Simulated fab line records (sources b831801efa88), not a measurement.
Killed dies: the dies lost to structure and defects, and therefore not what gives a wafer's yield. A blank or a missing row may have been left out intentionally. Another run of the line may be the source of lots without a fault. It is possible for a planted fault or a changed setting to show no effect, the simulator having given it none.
fab line records ; flow gf180mcu
record lots=6; wafers=18; last-day=34
route steps=602 shown V1@354 M2@362 V2@382
lots that met no fault: from a run of the same line without faults
start-h: the number of hours between the record's first day and the start of the first shown wafer of the lot ; wait-h: hours elapsed since this lot's preceding step ; " the same as in the row above ; L1.1+2: a single row standing in for several wafers ; - no value present, or no start provided ; * or withheld: withheld ; < > ~ a bound
route shown NAME@n: a module of which the file shows steps, and the number in the route of the first ; usual: mean/standard deviation taken from wafers without a fault ; same: alike in all rows ; chamber/n: place in a boat ; sites: each site's reading ; _std_site: standard deviation of those values ; _edge_site: the outer-site mean with the inner-site mean subtracted ; radius-mm: how far each site lies from the wafer's centre ; mask NAME#n: copy n ; behind: the most recent tool/chamber to have shaped the wafer ; hold: cause of the lot's hold/its duration in hours/its outcome ; device: which transistor (n, p or np) failed to switch ; end of line: the route-end tests of the same wafers ; a step with no rows: only its recipe ; killed: dies lost to structure and defects at the first sort, not the wafer's yield ; map: shows each die of a wafer: x if killed, . if not, _ if none is there
set.NAME: the run value of the setting; set.NAME@STEP: its run value at that earlier step ; model.NAME: the simulator's own value behind a step, which no gauge read
lots seen at some steps along the route; tables by step, rows by wafer
services: when a tool's chamber went out of use (start-h, in hours from the record's first day, below 0 if earlier), for how many hours, and the reason
## steps
# step GF_V1_STRIP_19
# recipe chemistry=post-etch-residue-remover; time-s=1200; temp-c=72.5
# step GF_V1_CLEAN_20
# recipe chemistry=DIW; dry=n2-spin
# step GF_V1_SPUTTER_21
# recipe material=Ti; target-thk-nm=15; chamber-pressure-pa=5; power-w=2500; substrate-temp-c=200; time-s=80.02
# step GF_V1_SPUTTER_22
# recipe material=TiN; target-thk-nm=10; chamber-pressure-pa=5; power-w=4000; time-s=40
# usual cathode-dc-power-W=4000.0/0.65; throttle-valve-pct=30.3/0.93
lot.wafer;tool;chamber;start-h;wait-h;cathode-dc-power-W;throttle-valve-pct
L209.1;pvd-sputter-03;-;495.25;0.0;4000.2;28.9
L209.4;pvd-sputter-03;-;495.25;0.0;3999.8;31.6
L209.6;pvd-sputter-03;-;495.25;0.0;3999.9;30.5
L210.2;pvd-sputter-02;-;502.70;0.0;3999.2;29.4
L210.5;pvd-sputter-02;-;502.70;0.0;4000.2;31.3
L210.6;pvd-sputter-02;-;502.70;0.0;4000.6;30.5
L218.2;pvd-sputter-03;-;574.30;0.0;3999.4;31.5
L218.4;pvd-sputter-03;-;574.30;0.0;3999.7;29.0
L218.6;pvd-sputter-03;-;574.30;0.0;4000.7;29.4
L219.1;pvd-sputter-02;-;575.60;0.0;4000.3;31.2
L219.4;pvd-sputter-02;-;575.60;0.0;3999.8;30.5
L219.6;pvd-sputter-02;-;575.60;0.0;3999.9;29.4
L221.2;pvd-sputter-02;-;591.56;0.0;3999.2;31.3
L221.4;pvd-sputter-02;-;591.56;0.0;3999.0;30.7
L221.6;pvd-sputter-02;-;591.56;0.0;3999.7;30.2
L223.2;pvd-sputter-01;-;605.69;0.0;3998.9;30.2
L223.3;pvd-sputter-01;-;605.69;0.0;3999.4;29.9
L223.4;pvd-sputter-01;-;605.69;0.0;3999.3;31.0
# step GF_V1_CVD_23
# recipe material=W; target-thk-nm=350; time-s=105.05; temp-c=400; pressure-torr=40
# usual heater-power-w=833/49
lot.wafer;tool;chamber;start-h;wait-h;heater-power-w
L209.1;cvd-w-02;0;495.29;0.0;833
L209.4;cvd-w-02;1;495.29;0.0;842
L209.6;cvd-w-02;1;495.29;0.0;843
L210.2;cvd-w-01;1;502.74;0.0;875
L210.5;cvd-w-01;1;502.74;0.0;879
L210.6;cvd-w-01;0;502.74;0.0;763
L218.2;cvd-w-01;0;574.33;0.0;765
L218.4;cvd-w-01;1;574.33;0.0;894
L218.6;cvd-w-01;0;574.33;0.0;765
L219.1;cvd-w-01;1;575.63;0.0;914
L219.4;cvd-w-01;1;575.63;0.0;903
L219.6;cvd-w-01;0;575.63;0.0;790
L221.2;cvd-w-02;1;591.60;0.0;874
L221.4;cvd-w-02;1;591.60;0.0;864
L221.6;cvd-w-02;0;591.60;0.0;810
L223.2;cvd-w-02;1;605.73;0.0;854
L223.3;cvd-w-02;1;605.73;0.0;853
L223.4;cvd-w-02;0;605.73;0.0;834
# step GF_V1_RS_MEAS_24
# recipe thk-meas-gauge=four-point-probe; reads=W_of_V1_CVD_23+TiN_of_V1_SPUTTER_22+Ti_of_V1_SPUTTER_21
# usual V1_W_RS=0.329/0.0042
lot.wafer;tool;chamber;start-h;wait-h;V1_W_RS[ohm/sq]
L209.1;film-metro-03;-;495.40;0.1;0.333
L209.4;film-metro-03;-;495.40;0.1;0.334
L209.6;film-metro-03;-;495.40;0.1;0.335
L210.2;film-metro-02;-;502.87;0.1;0.325
L210.5;film-metro-02;-;502.87;0.1;0.322
L210.6;film-metro-02;-;502.87;0.1;0.328
L218.2;film-metro-01;-;574.47;0.1;0.331
L218.4;film-metro-01;-;574.47;0.1;0.325
L218.6;film-metro-01;-;574.47;0.1;0.329
L219.1;film-metro-02;-;575.75;0.1;0.323
L219.4;film-metro-02;-;575.75;0.1;0.322
L219.6;film-metro-02;-;575.75;0.1;0.324
L221.2;film-metro-01;-;591.73;0.1;0.326
L221.4;film-metro-01;-;591.73;0.1;0.326
L221.6;film-metro-01;-;591.73;0.1;0.326
L223.2;film-metro-03;-;605.86;0.1;0.331
L223.3;film-metro-03;-;605.86;0.1;0.329
L223.4;film-metro-03;-;605.86;0.1;0.331
# step GF_V1_THK_MEAS_25
# recipe thk-meas-gauge=xrf; reads=W_of_V1_CVD_23
# usual V1_W_THK=342/5.6
lot.wafer;tool;chamber;start-h;wait-h;V1_W_THK[nm]
L209.1;film-metro-03;-;495.52;0.1;338
L209.4;film-metro-03;-;495.52;0.1;341
L209.6;film-metro-03;-;495.52;0.1;336
L210.2;film-metro-02;-;502.98;0.1;352
L210.5;film-metro-02;-;502.98;0.1;351
L210.6;film-metro-02;-;502.98;0.1;349
L218.2;film-metro-01;-;574.58;0.1;341
L218.4;film-metro-01;-;574.58;0.1;345
L218.6;film-metro-01;-;574.58;0.1;345
L219.1;film-metro-02;-;575.87;0.1;347
L219.4;film-metro-02;-;575.87;0.1;349
L219.6;film-metro-02;-;575.87;0.1;346
L221.2;film-metro-01;-;591.84;0.1;342
L221.4;film-metro-01;-;591.84;0.1;342
L221.6;film-metro-01;-;591.84;0.1;340
L223.2;film-metro-03;-;605.97;0.1;336
L223.3;film-metro-03;-;605.97;0.1;338
L223.4;film-metro-03;-;605.97;0.1;335
# step GF_V1_CMP_26
# recipe stop-on=SiO2; down-force-psi=3.5; platen-rpm=60; t-overpolish-s=15; target-thk-nm=0; pad-velocity-m-s=0.94248
# step GF_M2_SPUTTER_00
# recipe material=Ti; target-thk-nm=37.5; arriving-ion-energy-ev=80; substrate-temp-c=200; chamber-pressure-pa=2; power-w=4000; time-s=150
# usual cathode-dc-power-W=4000.1/0.74; throttle-valve-pct=30.3/0.9
lot.wafer;tool;chamber;start-h;wait-h;cathode-dc-power-W;throttle-valve-pct
L209.1;pvd-sputter-04;-;495.88;0.1;4001.1;29.6
L209.4;pvd-sputter-04;-;495.88;0.1;4000.0;30.2
L209.6;pvd-sputter-04;-;495.88;0.1;3999.2;31.7
L210.2;pvd-sputter-04;-;503.33;0.1;4001.0;30.2
L210.5;pvd-sputter-04;-;503.33;0.1;3999.2;29.4
L210.6;pvd-sputter-04;-;503.33;0.1;4000.3;29.6
L218.2;pvd-sputter-04;-;574.93;0.1;3999.6;29.2
L218.4;pvd-sputter-04;-;574.93;0.1;3999.0;31.8
L218.6;pvd-sputter-04;-;574.93;0.1;4001.2;29.5
L219.1;pvd-sputter-01;-;576.23;0.2;4000.3;30.2
L219.4;pvd-sputter-01;-;576.23;0.2;3999.0;31.3
L219.6;pvd-sputter-01;-;576.23;0.2;4000.4;30.4
L221.2;pvd-sputter-03;-;592.19;0.1;4000.4;29.0
L221.4;pvd-sputter-03;-;592.19;0.1;4000.8;30.2
L221.6;pvd-sputter-03;-;592.19;0.1;3999.6;29.0
L223.2;pvd-sputter-03;-;606.32;0.1;4000.0;30.1
L223.3;pvd-sputter-03;-;606.32;0.1;4001.0;31.6
L223.4;pvd-sputter-03;-;606.32;0.1;3999.9;29.1
# step GF_M2_SPUTTER_01
# recipe material=TiN; target-thk-nm=30; power-w=6500; time-s=25; chamber-pressure-pa=0.4
# usual cathode-dc-power-W=6500.0/1.3; throttle-valve-pct=30.3/0.87
lot.wafer;tool;chamber;start-h;wait-h;cathode-dc-power-W;throttle-valve-pct
L209.1;pvd-sputter-04;-;495.98;0.1;6499.4;29.6
L209.4;pvd-sputter-04;-;495.98;0.1;6498.9;30.5
L209.6;pvd-sputter-04;-;495.98;0.1;6500.1;31.6
L210.2;pvd-sputter-04;-;503.43;0.1;6500.1;30.4
L210.5;pvd-sputter-04;-;503.43;0.1;6499.1;29.3
L210.6;pvd-sputter-04;-;503.43;0.1;6501.0;29.2
L218.2;pvd-sputter-04;-;575.03;0.1;6500.5;29.4
L218.4;pvd-sputter-04;-;575.03;0.1;6499.9;31.9
L218.6;pvd-sputter-04;-;575.03;0.1;6500.2;29.4
L219.1;pvd-sputter-01;-;576.33;0.1;6499.1;30.2
L219.4;pvd-sputter-01;-;576.33;0.1;6499.9;31.3
L219.6;pvd-sputter-01;-;576.33;0.1;6500.5;30.5
L221.2;pvd-sputter-03;-;592.29;0.1;6502.8;29.2
L221.4;pvd-sputter-03;-;592.29;0.1;6501.3;30.1
L221.6;pvd-sputter-03;-;592.29;0.1;6499.5;29.3
L223.2;pvd-sputter-03;-;606.42;0.1;6499.4;30.4
L223.3;pvd-sputter-03;-;606.42;0.1;6498.8;31.5
L223.4;pvd-sputter-03;-;606.42;0.1;6501.9;29.2
# step GF_M2_SPUTTER_02
# recipe material=AlCu; target-thk-nm=450; power-w=10600; time-s=23.9; chamber-pressure-pa=0.4
# step GF_M2_SPUTTER_03
# recipe material=Ti; target-thk-nm=10; substrate-temp-c=300; chamber-pressure-pa=0.3; power-w=3000; time-s=6.7
# step GF_M2_SPUTTER_04
# recipe material=TiN; target-thk-nm=50; power-w=6500; time-s=41.7; chamber-pressure-pa=0.4
# usual cathode-dc-power-W=6500.0/1.2; throttle-valve-pct=30.3/0.89
lot.wafer;tool;chamber;start-h;wait-h;cathode-dc-power-W;throttle-valve-pct;model.TiN_of_M2_SPUTTER_04.thk-nm
L209.1;pvd-sputter-04;-;496.06;0.0;6333.0;29.5;48.14
L209.4;pvd-sputter-04;-;496.06;0.0;6336.2;30.2;49.08
L209.6;pvd-sputter-04;-;496.06;0.0;6336.0;31.9;49.2
L210.2;pvd-sputter-04;-;503.51;0.0;6335.8;30.3;49.45
L210.5;pvd-sputter-04;-;503.51;0.0;6335.3;29.5;48.98
L210.6;pvd-sputter-04;-;503.51;0.0;6335.8;29.3;49.23
L218.2;pvd-sputter-04;-;575.11;0.0;6500.9;29.5;48.85
L218.4;pvd-sputter-04;-;575.11;0.0;6501.1;31.7;49.49
L218.6;pvd-sputter-04;-;575.11;0.0;6500.7;29.6;49.13
L219.1;pvd-sputter-01;-;576.41;0.0;6500.8;30.3;50.72
L219.4;pvd-sputter-01;-;576.41;0.0;6497.7;31.2;50.09
L219.6;pvd-sputter-01;-;576.41;0.0;6499.1;30.2;49.39
L221.2;pvd-sputter-03;-;592.38;0.0;6497.1;29.3;50.1
L221.4;pvd-sputter-03;-;592.38;0.0;6500.8;30.3;50.02
L221.6;pvd-sputter-03;-;592.38;0.0;6499.9;28.6;50.55
L223.2;pvd-sputter-03;-;606.50;0.0;6502.1;30.4;50.39
L223.3;pvd-sputter-03;-;606.50;0.0;6499.4;31.6;51.01
L223.4;pvd-sputter-03;-;606.50;0.0;6498.7;29.3;50.64
# step GF_M2_RS_MEAS_05
# recipe thk-meas-gauge=four-point-probe; reads=TiN_of_M2_SPUTTER_04+Ti_of_M2_SPUTTER_03+AlCu_of_M2_SPUTTER_02+TiN_of_M2_SPUTTER_01+Ti_of_M2_SPUTTER_00
# usual M2_ALCU_RS=0.0702/0.00081
lot.wafer;tool;chamber;start-h;wait-h;M2_ALCU_RS[ohm/sq]
L209.1;film-metro-03;-;496.10;0.0;0.0704
L209.4;film-metro-03;-;496.10;0.0;0.0704
L209.6;film-metro-03;-;496.10;0.0;0.0695
L210.2;film-metro-03;-;503.57;0.0;0.0721
L210.5;film-metro-03;-;503.57;0.0;0.0709
L210.6;film-metro-03;-;503.57;0.0;0.0708
L218.2;film-metro-02;-;575.17;0.0;0.0688
L218.4;film-metro-02;-;575.17;0.0;0.0693
L218.6;film-metro-02;-;575.17;0.0;0.0692
L219.1;film-metro-03;-;576.45;0.0;0.0691
L219.4;film-metro-03;-;576.45;0.0;0.0697
L219.6;film-metro-03;-;576.45;0.0;0.0702
L221.2;film-metro-03;-;592.44;0.0;0.0708
L221.4;film-metro-03;-;592.44;0.0;0.0706
L221.6;film-metro-03;-;592.44;0.0;0.0707
L223.2;film-metro-04;-;606.56;0.0;0.0698
L223.3;film-metro-04;-;606.56;0.0;0.0707
L223.4;film-metro-04;-;606.56;0.0;0.0701
# step GF_M2_THK_MEAS_06
# recipe thk-meas-gauge=xrf; reads=AlCu_of_M2_SPUTTER_02
# usual M2_ALCU_THK=449/5.5
lot.wafer;tool;chamber;start-h;wait-h;M2_ALCU_THK[nm]
L209.1;film-metro-03;-;496.22;0.1;449
L209.4;film-metro-03;-;496.22;0.1;447
L209.6;film-metro-03;-;496.22;0.1;452
L210.2;film-metro-03;-;503.68;0.1;436
L210.5;film-metro-03;-;503.68;0.1;442
L210.6;film-metro-03;-;503.68;0.1;445
L218.2;film-metro-02;-;575.28;0.1;465
L218.4;film-metro-02;-;575.28;0.1;460
L218.6;film-metro-02;-;575.28;0.1;456
L219.1;film-metro-03;-;576.57;0.1;455
L219.4;film-metro-03;-;576.57;0.1;451
L219.6;film-metro-03;-;576.57;0.1;450
L221.2;film-metro-03;-;592.55;0.1;445
L221.4;film-metro-03;-;592.55;0.1;443
L221.6;film-metro-03;-;592.55;0.1;445
L223.2;film-metro-04;-;606.67;0.1;446
L223.3;film-metro-04;-;606.67;0.1;442
L223.4;film-metro-04;-;606.67;0.1;444
# step GF_M2_DEHYDRATE_07
# recipe temp-c=200; time-s=60
# step GF_M2_HMDS_08
# recipe prime-time-s=60; prime-temp-c=120
# step GF_M2_COAT_09
# recipe resist=KrF; spin-rpm=withheld; resist-thk-nm=1000
# step GF_M2_SOFTBAKE_10
# recipe temp-c=130; time-s=60; resist=KrF
# step GF_M2_EXPOSE_11
# recipe mask-id=Metal2; target-cd-nm=280; na=0.68; source-shape=conventional; sigma-outer=0.6; dose-mj=28
# step GF_M2_PEB_12
# recipe peb-temp-c=135; peb-time-s=90; resist=KrF
# step GF_M2_DEVELOP_13
# recipe develop-time-s=60; dev-temp-c=21
# step GF_M2_CD_MEAS_14
# recipe target-cd-nm=280
# usual cd-nm=279.9/1.4
lot.wafer;tool;chamber;start-h;wait-h;cd-nm
L209.1;cd-sem-02;-;519.30;0.1;278.8
L209.4;cd-sem-02;-;519.30;0.1;278.8
L209.6;cd-sem-02;-;519.30;0.1;279.2
L210.2;cd-sem-01;-;526.63;0.1;279.5
L210.5;cd-sem-01;-;526.63;0.1;280.7
L210.6;cd-sem-01;-;526.63;0.1;279.3
L218.2;cd-sem-01;-;596.07;0.1;278.2
L218.4;cd-sem-01;-;596.07;0.1;280.1
L218.6;cd-sem-01;-;596.07;0.1;279.5
L219.1;cd-sem-01;-;597.07;0.1;280.0
L219.4;cd-sem-01;-;597.07;0.1;280.2
L219.6;cd-sem-01;-;597.07;0.1;280.5
L221.2;cd-sem-01;-;613.88;0.1;279.6
L221.4;cd-sem-01;-;613.88;0.1;279.3
L221.6;cd-sem-01;-;613.88;0.1;280.5
L223.2;cd-sem-02;-;626.97;0.1;280.4
L223.3;cd-sem-02;-;626.97;0.1;281.9
L223.4;cd-sem-02;-;626.97;0.1;281.2
# step GF_M2_OVL_MEAS_15
# usual M2_OVL=-1/7.3
lot.wafer;tool;chamber;start-h;wait-h;M2_OVL[nm]
L209.1;overlay-02;-;519.42;0.1;12
L209.4;overlay-02;-;519.42;0.1;6
L209.6;overlay-02;-;519.42;0.1;11
L210.2;overlay-02;-;526.74;0.1;2
L210.5;overlay-02;-;526.74;0.1;-3
L210.6;overlay-02;-;526.74;0.1;-6
L218.2;overlay-02;-;596.17;0.1;10
L218.4;overlay-02;-;596.17;0.1;2
L218.6;overlay-02;-;596.17;0.1;-1
L219.1;overlay-01;-;597.19;0.1;-7
L219.4;overlay-01;-;597.19;0.1;-2
L219.6;overlay-01;-;597.19;0.1;-2
L221.2;overlay-01;-;613.99;0.1;2
L221.4;overlay-01;-;613.99;0.1;0
L221.6;overlay-01;-;613.99;0.1;3
L223.2;overlay-02;-;627.07;0.1;3
L223.3;overlay-02;-;627.07;0.1;2
L223.4;overlay-02;-;627.07;0.1;2
# step GF_M2_METAL_ETCH_16
# recipe chemistry=Cl2/BCl3; mask-material=KrF; target-depth-nm=750.8; stop-on=SiO2; pressure-mtorr=8; icp-w=800; bias-w=140; Cl2_flow_sccm=80; bcl3-flow-sccm=40; time-s=125.1
# step GF_M2_STRIP_17
# recipe chemistry=O2/N2; power-w=1400; pressure-mtorr=1500; platen-temp-c=250; o2-flow-sccm=3000; n2-flow-sccm=300; overash-fraction=0.5
# step GF_M2_STRIP_18
# recipe chemistry=post-etch-residue-remover; time-s=1200; temp-c=72.5
# step GF_M2_CLEAN_19
# recipe chemistry=DIW; dry=n2-spin
# step GF_V2_CVD_00
# recipe material=SiO2; target-thk-nm=600; sigma-open-frac=0.3; temp-c=400; time-s=100; sih4-flow-sccm=60; pressure-mtorr=6
# step GF_V2_THK_MEAS_01
# recipe reads=SiO2_of_V2_CVD_00
# usual V2_CVD_00_THK=605/7.2
lot.wafer;tool;chamber;start-h;wait-h;V2_CVD_00_THK[nm]
L209.1;film-metro-02;-;520.33;0.0;606
L209.4;film-metro-02;-;520.33;0.0;598
L209.6;film-metro-02;-;520.33;0.0;601
L210.2;film-metro-04;-;527.52;0.0;608
L210.5;film-metro-04;-;527.52;0.0;610
L210.6;film-metro-04;-;527.52;0.0;608
L218.2;film-metro-02;-;597.03;0.0;611
L218.4;film-metro-02;-;597.03;0.0;610
L218.6;film-metro-02;-;597.03;0.0;600
L219.1;film-metro-02;-;598.02;0.0;613
L219.4;film-metro-02;-;598.02;0.0;609
L219.6;film-metro-02;-;598.02;0.0;613
L221.2;film-metro-01;-;614.83;0.0;610
L221.4;film-metro-01;-;614.83;0.0;606
L221.6;film-metro-01;-;614.83;0.0;604
L223.2;film-metro-01;-;627.88;0.0;602
L223.3;film-metro-01;-;627.88;0.0;603
L223.4;film-metro-01;-;627.88;0.0;605
# step GF_V2_CVD_02
# recipe material=SiO2; target-thk-nm=850; precursor=TEOS; temp-c=400; time-s=94.851; rf-w=600
# usual heater-power-w=690/110
lot.wafer;tool;chamber;start-h;wait-h;heater-power-w
L209.1;pecvd-01;0;520.39;0.1;646
L209.4;pecvd-01;0;520.39;0.1;698
L209.6;pecvd-01;2;520.39;0.1;521
L210.2;pecvd-01;1;527.57;0.0;807
L210.5;pecvd-01;2;527.57;0.0;524
L210.6;pecvd-01;0;527.57;0.0;689
L218.2;pecvd-03;1;597.08;0.0;565
L218.4;pecvd-03;2;597.08;0.0;695
L218.6;pecvd-03;0;597.08;0.0;788
L219.1;pecvd-03;0;598.08;0.1;733
L219.4;pecvd-03;0;598.08;0.1;790
L219.6;pecvd-03;2;598.08;0.1;708
L221.2;pecvd-04;1;614.88;0.0;718
L221.4;pecvd-04;2;614.88;0.0;788
L221.6;pecvd-04;0;614.88;0.0;701
L223.2;pecvd-04;0;627.93;0.0;822
L223.3;pecvd-04;2;627.93;0.0;690
L223.4;pecvd-04;0;627.93;0.0;874
# step GF_V2_THK_MEAS_03
# recipe reads=SiO2_of_V2_CVD_02
# usual V2_CVD_02_THK=850/11
lot.wafer;tool;chamber;start-h;wait-h;V2_CVD_02_THK[nm]
L209.1;film-metro-01;-;520.46;0.0;838
L209.4;film-metro-01;-;520.46;0.0;849
L209.6;film-metro-01;-;520.46;0.0;862
L210.2;film-metro-01;-;527.65;0.0;846
L210.5;film-metro-01;-;527.65;0.0;861
L210.6;film-metro-01;-;527.65;0.0;858
L218.2;film-metro-04;-;597.16;0.0;838
L218.4;film-metro-04;-;597.16;0.0;849
L218.6;film-metro-04;-;597.16;0.0;875
L219.1;film-metro-02;-;598.15;0.0;856
L219.4;film-metro-02;-;598.15;0.0;870
L219.6;film-metro-02;-;598.15;0.0;850
L221.2;film-metro-02;-;614.96;0.0;842
L221.4;film-metro-02;-;614.96;0.0;868
L221.6;film-metro-02;-;614.96;0.0;845
L223.2;film-metro-02;-;628.01;0.0;841
L223.3;film-metro-02;-;628.01;0.0;857
L223.4;film-metro-02;-;628.01;0.0;866
# step GF_V2_CMP_04
# recipe material=SiO2; down-force-psi=4; platen-rpm=60; pad-velocity-m-s=0.94248
# step GF_V2_BOW_MEAS_05
# recipe mode=bow
# usual V2_BOW=100/8.5
lot.wafer;tool;chamber;start-h;wait-h;V2_BOW[um]
L209.1;film-metro-02;-;520.82;0.1;109
L209.4;film-metro-02;-;520.82;0.1;104
L209.6;film-metro-02;-;520.82;0.1;95
L210.2;film-metro-04;-;528.02;0.1;102
L210.5;film-metro-04;-;528.02;0.1;94
L210.6;film-metro-04;-;528.02;0.1;95
L218.2;film-metro-02;-;597.53;0.2;105
L218.4;film-metro-02;-;597.53;0.2;97
L218.6;film-metro-02;-;597.53;0.2;99
L219.1;film-metro-02;-;598.57;0.1;90
L219.4;film-metro-02;-;598.57;0.1;104
L219.6;film-metro-02;-;598.57;0.1;104
L221.2;film-metro-01;-;615.33;0.2;97
L221.4;film-metro-01;-;615.33;0.2;95
L221.6;film-metro-01;-;615.33;0.2;100
L223.2;film-metro-01;-;628.45;0.2;118
L223.3;film-metro-01;-;628.45;0.2;119
L223.4;film-metro-01;-;628.45;0.2;113
# step GF_V2_DEHYDRATE_06
# recipe temp-c=200; time-s=60
# step GF_V2_HMDS_07
# recipe prime-time-s=60; prime-temp-c=120
# step GF_V2_COAT_08
# recipe resist=BARC; temp-c=withheld; time-s=withheld; spin-rpm=withheld; resist-thk-nm=withheld
# step GF_V2_COAT_09
# recipe resist=KrF; spin-rpm=withheld; resist-thk-nm=1000
# step GF_V2_SOFTBAKE_10
# recipe temp-c=130; time-s=60; resist=KrF
# step GF_V2_EXPOSE_11
# recipe mask-id=Via2; target-cd-nm=260; na=0.68; source-shape=conventional; sigma-outer=0.6; dose-mj=38
# step GF_V2_PEB_12
# recipe peb-temp-c=135; peb-time-s=90; resist=KrF
# step GF_V2_DEVELOP_13
# recipe develop-time-s=60; resist=KrF; dev-temp-c=21
# step GF_V2_STRIP_19
# recipe chemistry=post-etch-residue-remover; time-s=1200; temp-c=72.5
# usual bath-guard-temp-C=72.8/0.41; temp-c=72.50/0.13
lot.wafer;tool;chamber;start-h;wait-h;bath-guard-temp-C;temp-c;model.TiN_of_M2_SPUTTER_04.thk-nm
L209.1;wet-bench-03;3;543.88;0.1;73.3;72.60;47.3
L209.4;wet-bench-03;3;543.88;0.1;72.9;72.52;48.24
L209.6;wet-bench-03;3;543.88;0.1;72.5;72.56;48.36
L210.2;wet-bench-02;2;551.05;0.1;73.2;72.62;48.6
L210.5;wet-bench-02;2;551.05;0.1;73.3;72.70;48.13
L210.6;wet-bench-02;2;551.05;0.1;73.4;72.52;48.38
L218.2;wet-bench-03;2;618.80;0.1;72.2;72.61;48.02
L218.4;wet-bench-03;2;618.80;0.1;72.7;72.56;48.66
L218.6;wet-bench-03;2;618.80;0.1;72.3;72.64;48.3
L219.1;wet-bench-02;1;620.23;0.1;72.5;72.58;49.89
L219.4;wet-bench-02;1;620.23;0.1;72.1;72.41;49.26
L219.6;wet-bench-02;1;620.23;0.1;72.1;72.47;48.56
L221.2;wet-bench-02;2;636.25;0.1;73.3;72.68;49.28
L221.4;wet-bench-02;2;636.25;0.1;73.5;72.60;49.19
L221.6;wet-bench-02;2;636.25;0.1;73.4;72.61;49.72
L223.2;wet-bench-04;0;649.25;0.1;73.1;72.39;49.54
L223.3;wet-bench-04;0;649.25;0.1;72.8;72.50;50.17
L223.4;wet-bench-04;0;649.25;0.1;72.6;72.35;49.79
## services
tool;chamber;start-h;hours;kind
pvd-sputter-02;-;478.27;0.5;repair
wet-bench-03;-;487.04;1.9;repair
pecvd-03;0;498.05;4.2;repair
pecvd-03;1;499.11;1.9;repair
wet-bench-03;-;502.26;3.7;repair
pvd-sputter-01;0;502.48;-;consumable-replace:kit
cvd-w-01;-;508.17;1.1;repair
pecvd-03;-;509.82;6.0;pm
pvd-sputter-03;-;555.49;9.7;repair
pecvd-01;-;556.27;2.8;pm
pvd-sputter-04;2;566.39;-;consumable-replace:kit
pvd-sputter-04;2;566.39;18.0;scheduled-down
pvd-sputter-04;2;566.39;18.0;vent-cycle
pecvd-03;0;569.63;5.5;repair
cvd-w-02;-;573.10;2.8;pm
pvd-sputter-03;2;573.20;-;consumable-replace:kit
pvd-sputter-03;2;573.20;18.0;scheduled-down
pvd-sputter-03;2;573.20;18.0;vent-cycle
pecvd-04;-;591.12;14.0;pm
cvd-w-01;1;595.90;1.7;repair
pvd-sputter-04;-;597.00;2.8;repair
pecvd-01;-;615.67;14.6;pm
cvd-w-01;0;620.63;6.1;repair
cvd-w-01;-;632.11;1.1;repair
## key
first-sign step=GF_M2_SPUTTER_04; reading=cathode-dc-power-W; direction=down; sigmas=99+; usual=6500.0; struck=6335.3
effect none on later readings
model-effect step=GF_M2_SPUTTER_04; value=TiN_of_M2_SPUTTER_04.thk-nm; without=50.27; struck=49.01
model-effect step=GF_V2_STRIP_19; value=TiN_of_M2_SPUTTER_04.thk-nm; without=49.43; struck=48.17
met-at GF_M2_SPUTTER_04
struck-wafers L209.1,L209.4,L209.6,L210.2,L210.5,L210.6
fault kind=process-parameter-drift; tool=pvd-sputter-04; chamber=-; onset-h=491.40; steps=GF_M2_SPUTTER_04; channel=power-w; offset=-164.25; shape=step; end-h=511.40; acts-in=these-recipes-only; stated=6500
